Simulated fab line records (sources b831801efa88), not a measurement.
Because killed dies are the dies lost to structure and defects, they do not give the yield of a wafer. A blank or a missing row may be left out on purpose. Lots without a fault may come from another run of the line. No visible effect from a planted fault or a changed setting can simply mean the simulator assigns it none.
Which tool was responsible? -- flow gf180mcu -- 14 lots, 41 wafers sampled, at 5 steps of a route of 602

== WHAT THE GAUGES SHOWED, per wafer ==
GF_HV_LDD_RS_MEAS_53: measurement is done with a four-point probe.
lot,measured,on,HV_LDD_RS (ohm/sq)
L652,day 12 14:53,film-metro-01,416.9 416.1 416.1
L653,day 13 00:37,film-metro-01,417.1 416.4 417.0
L654,day 13 09:38,film-metro-01,416.6 416.9 417.1
L656,day 14 03:50,film-metro-04,417.3 418.3 418.9
L657,day 14 12:51,film-metro-03,419.7 418.8 417.9
L658,day 14 20:44,film-metro-04,419.5 419.3 417.7
L659,day 15 04:06,film-metro-04,418.6 419.0 419.4
L661,day 15 20:38,film-metro-01,417.3 416.8 418.1
L662,day 16 01:08,film-metro-01,418.5 418.5
L670,day 18 17:31,film-metro-03,418.9 418.7 417.2
L671,day 19 05:12,film-metro-04,419.1 418.7 418.9
L672,day 19 12:49,film-metro-01,417.1 418.3 417.5
L673,day 19 18:43,film-metro-04,419.0 418.6 419.1
L674,day 20 01:29,film-metro-03,418.0 417.4 418.1

GF_SAB_THK_MEAS_01.
lot,measured,on,SAB_CVD_00_THK (nm)
L652,day 14 11:01,film-metro-02,48.4 48.8 48.7
L653,day 14 22:05,film-metro-03,50.1 51.5 51.3
L654,day 15 07:20,film-metro-02,50.1 49.9 50.5
L656,day 16 02:45,film-metro-04,50.9 49.4 50.7
L657,day 16 12:26,film-metro-03,49.4 49.7 50.3
L658,day 16 21:27,film-metro-03,49.1 51.1 50.2
L659,day 17 04:35,film-metro-02,49.7 48.9 50.0
L661,day 17 22:04,film-metro-02,49.4 69.0 50.2
L662,day 18 02:51,film-metro-03,49.9 69.2
L670,day 20 22:27,film-metro-04,49.3 50.1 50.5
L671,day 21 10:11,film-metro-04,49.5 49.7 50.8
L672,day 21 16:14,film-metro-02,49.0 49.4 49.8
L673,day 21 22:19,film-metro-03,49.6 50.5 50.0
L674,day 22 04:42,film-metro-02,50.1 49.4 49.9

== WHAT TOOL EACH LOT RAN ON (gives the tool, then ch and the chambers of the sampled wafers, and finally the start) ==
lot,GF_HV_LDD_RTA_52,GF_PSD_RTA_13,GF_SAB_CVD_00
L652,"rtp-anneal-01 ch 0, day 12 14:49","rtp-anneal-02 ch 0, day 14 10:40","pecvd-03 ch 0,1,2, day 14 10:59"
L653,"rtp-anneal-01 ch 0, day 13 00:33","rtp-anneal-01 ch 0, day 14 21:45","pecvd-02 ch 0,1, day 14 22:04"
L654,"rtp-anneal-01 ch 0, day 13 09:34","rtp-anneal-02 ch 0, day 15 06:59","pecvd-02 ch 0,1,2, day 15 07:19"
L656,"rtp-anneal-01 ch 0, day 14 03:43","rtp-anneal-02 ch 0, day 16 02:25","pecvd-02 ch 0,1,2, day 16 02:43"
L657,"rtp-anneal-01 ch 0, day 14 12:47","rtp-anneal-02 ch 0, day 16 12:06","pecvd-02 ch 0,1, day 16 12:26"
L658,"rtp-anneal-02 ch 0, day 14 20:40","rtp-anneal-01 ch 0, day 16 21:05","pecvd-02 ch 1,2, day 16 21:25"
L659,"rtp-anneal-01 ch 0, day 15 04:02","rtp-anneal-02 ch 0, day 17 04:15","pecvd-02 ch 0,2, day 17 04:34"
L661,"rtp-anneal-02 ch 0, day 15 20:34","rtp-anneal-01 ch 0, day 17 21:43","pecvd-02 ch 0,1,2, day 17 22:02"
L662,"rtp-anneal-02 ch 0, day 16 01:04","rtp-anneal-02 ch 0, day 18 02:31","pecvd-02 ch 0,1, day 18 02:50"
L670,"rtp-anneal-01 ch 0, day 18 17:26","rtp-anneal-02 ch 0, day 20 22:06","pecvd-03 ch 0,1, day 20 22:26"
L671,"rtp-anneal-02 ch 0, day 19 05:08","rtp-anneal-01 ch 0, day 21 09:50","pecvd-04 ch 0,1, day 21 10:10"
L672,"rtp-anneal-01 ch 0, day 19 12:44","rtp-anneal-02 ch 0, day 21 15:50","pecvd-04 ch 0,2, day 21 16:13"
L673,"rtp-anneal-02 ch 0, day 19 18:39","rtp-anneal-01 ch 0, day 21 21:59","pecvd-04 ch 0,1,2, day 21 22:17"
L674,"rtp-anneal-02 ch 0, day 20 01:25","rtp-anneal-01 ch 0, day 22 04:22","pecvd-03 ch 0,2, day 22 04:40"
- GF_HV_LDD_RTA_52: time 10 s.
- GF_PSD_RTA_13: time 20 s.
- GF_SAB_CVD_00: deposits SiO2 from TEOS, target thk 50 nm, time 4.9302 s.

== WHAT THE TOOLS THEMSELVES READ (means of the sampled wafers that have a number; where no wafer has one, the mark that the record gives instead) ==
GF_HV_LDD_RTA_52.
lot,tool,lamp-power-pct (%),wafer_temp_C_max
L652,rtp-anneal-01,31.8,1003.1
L653,rtp-anneal-01,31.8,1002.8
L654,rtp-anneal-01,31.8,1004.2
L656,rtp-anneal-01,31.8,1003.9
L657,rtp-anneal-01,31.8,1003.2
L658,rtp-anneal-02,33.0,1003.4
L659,rtp-anneal-01,31.8,1004.6
L661,rtp-anneal-02,33.0,1003.0
L662,rtp-anneal-02,33.0,1002.2
L670,rtp-anneal-01,31.8,1004.9
L671,rtp-anneal-02,32.9,1003.9
L672,rtp-anneal-01,31.8,1002.9
L673,rtp-anneal-02,33.0,1003.2
L674,rtp-anneal-02,33.0,1003.3

GF_PSD_RTA_13.
lot,tool,lamp-power-pct (%),wafer_temp_C_max
L652,rtp-anneal-02,34.2,1028.2
L653,rtp-anneal-01,33.0,1029.1
L654,rtp-anneal-02,34.2,1027.8
L656,rtp-anneal-02,34.2,1027.7
L657,rtp-anneal-02,34.2,1028.6
L658,rtp-anneal-01,33.0,1028.7
L659,rtp-anneal-02,34.2,1029.0
L661,rtp-anneal-01,33.0,1029.2
L662,rtp-anneal-02,34.2,1028.2
L670,rtp-anneal-02,34.2,1028.6
L671,rtp-anneal-01,33.0,1029.0
L672,rtp-anneal-02,34.2,1028.7
L673,rtp-anneal-01,33.0,1028.8
L674,rtp-anneal-01,33.0,1029.2

GF_SAB_CVD_00.
lot,tool,heater-power-w (W)
L652,pecvd-03,597
L653,pecvd-02,584
L654,pecvd-02,615
L656,pecvd-02,543
L657,pecvd-02,602
L658,pecvd-02,557
L659,pecvd-02,553
L661,pecvd-02,610
L662,pecvd-02,645
L670,pecvd-03,608
L671,pecvd-04,711
L672,pecvd-04,654
L673,pecvd-04,683
L674,pecvd-03,694

== THE ANSWER, worked out from the rows above alone ==
Rule: usual is defined by the lots themselves. The widest of any qualifying gaps counts: lots, ordered by their means at a reading, are off when they make up no more than a third of the lots, leave a main group of 4 or more, and stand apart from it by 3 or more times the standard deviation of that group's means. The tables above print the reading to a certain number of digits; a main group whose means all agree to those digits is not used. A lot without any number at a reading at which 4 lots or more have one is off too. All remaining lots with rows at the step are treated as sound. The gauges are gone through in route order, then the tools' own readings, and for those a lot's mean is taken as printed above. The first step at which some lot is off is used, and at that step the reading that is off furthest; a lot without a number counts as furthest.
Off: at GF_SAB_THK_MEAS_01 (SAB_CVD_00_THK), L661, L662. Main group: mean 49.9 nm, sd 0.54.
A tool fits if, at a process step before that reading, it ran every lot that is off, and no sound lot after the first of them. The gauges at GF_SAB_THK_MEAS_01 are tried like those tools. One fits: GF_SAB_CVD_00 on pecvd-02. Its last sound lot is L659 (day 17 04:34), its first lot that is off L661 (day 17 22:02): a fault that began between those two fits.

== WHAT HAD BEEN PUT IN BY THE SIMULATOR ==
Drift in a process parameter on pecvd-02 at GF_SAB_CVD_00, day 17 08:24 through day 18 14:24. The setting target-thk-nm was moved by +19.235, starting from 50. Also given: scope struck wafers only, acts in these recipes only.
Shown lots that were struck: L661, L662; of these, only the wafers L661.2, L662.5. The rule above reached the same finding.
